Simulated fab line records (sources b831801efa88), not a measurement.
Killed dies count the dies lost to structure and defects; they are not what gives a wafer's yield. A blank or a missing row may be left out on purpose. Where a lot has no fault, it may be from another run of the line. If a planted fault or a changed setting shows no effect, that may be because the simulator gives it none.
A struck lot beside a sound one    flow sky130    15 steps out of a route of 708
Sound: wafers L570.3, L570.5, L570.6. Struck: wafers L579.1, L579.5, L579.6. Last of all comes the cause.
Order at every step that has rows: each side's tool, ch and its chambers, its first start. Under that, the readings that differ: sound wafers    struck wafers    difference of the means    sigmas: that difference in standard deviations of wafers without a fault.
alike: readings with means less than 2 such deviations apart, plus words and numbers identical on both sides. not compared: withheld readings, readings lacking a value on some wafer, bounds such as >300 that could conceal the same value, and numbers that have no deviation in the record and whose values overlap.
A row with sigmas, a row that says differs or no value, or rows on one side alone: a step with any of these is where the two part. When numbers do not overlap yet have no deviation, they are printed without sigmas and do not part them. A reading missing from all wafers of one side parts the sides only when that side holds two or more wafers.

SKY_CONTACT_CMP_04: polishes SiO2.
  sound on cmp-01 ch 2,3, day 32 14:20; struck on cmp-02 ch 1,2, day 35 19:44
  alike: motor-current-A, time-to-endpoint-s
SKY_CONTACT_BOW_MEAS_05:
  sound on film-metro-03, day 32 14:38; struck on film-metro-04, day 35 19:59
  alike: CONTACT_BOW
then, 8 steps without rows for these wafers: SKY_CONTACT_DEHYDRATE_06 (time 60 s); SKY_CONTACT_HMDS_07 (prime time 60 s); SKY_CONTACT_COAT_08 (resist thk 60 nm); SKY_CONTACT_COAT_09 (resist thk 450 nm); SKY_CONTACT_SOFTBAKE_10 (time 90 s); SKY_CONTACT_EXPOSE_11 (exposes mask CTM1, target cd 170 nm); SKY_CONTACT_PEB_12; SKY_CONTACT_DEVELOP_13 (develop time 60 s).
SKY_CONTACT_CD_MEAS_14: the cd target is 170 nm.
  sound on cd-sem-01, day 33 17:39; struck on cd-sem-01, day 36 21:01
  alike: cd-nm
SKY_CONTACT_OVL_MEAS_15:
  sound on overlay-01, day 33 17:44; struck on overlay-02, day 36 21:08
  alike: CONTACT_OVL
SKY_CONTACT_ETCH_16: etches BARC in N2/H2, stops on SiO2, time 45.9 s, target depth 60 nm.
  sound on rie-diel-04 ch 0,1,3, day 33 17:46; struck on rie-diel-03 ch 0,1,2, day 36 21:11
  alike: drypump-motor-current-A, oes-product-au, throttle-valve-pct
  not compared: rf-hours-counter-h, model.KrF-thick_of_CONTACT_COAT_09.thk-nm
SKY_CONTACT_ETCH_17: etches SiO2 in C4F8/O2/Ar, stops on Si3N4, target depth 340 nm.
  sound on rie-diel-04 ch 0,1,3, day 33 17:49; struck on rie-diel-03 ch 0,1,2, day 36 21:13
  alike: oes-product-au
-- the record jumps here: 13 days lie between the struck wafers' starts before and after (it left off in module CONTACT and takes up again in module PAD_OPEN, whose first step shown is number 708 of the route) --
SKY_PAD_OPEN_PROBE_99:
  only the struck wafers here have rows in the record (prober-01, day 49 17:25); the sound ones have none

== WHERE THEY PART ==
Within this record, at SKY_PAD_OPEN_PROBE_99 only.

WHY: the cause the simulator had injected
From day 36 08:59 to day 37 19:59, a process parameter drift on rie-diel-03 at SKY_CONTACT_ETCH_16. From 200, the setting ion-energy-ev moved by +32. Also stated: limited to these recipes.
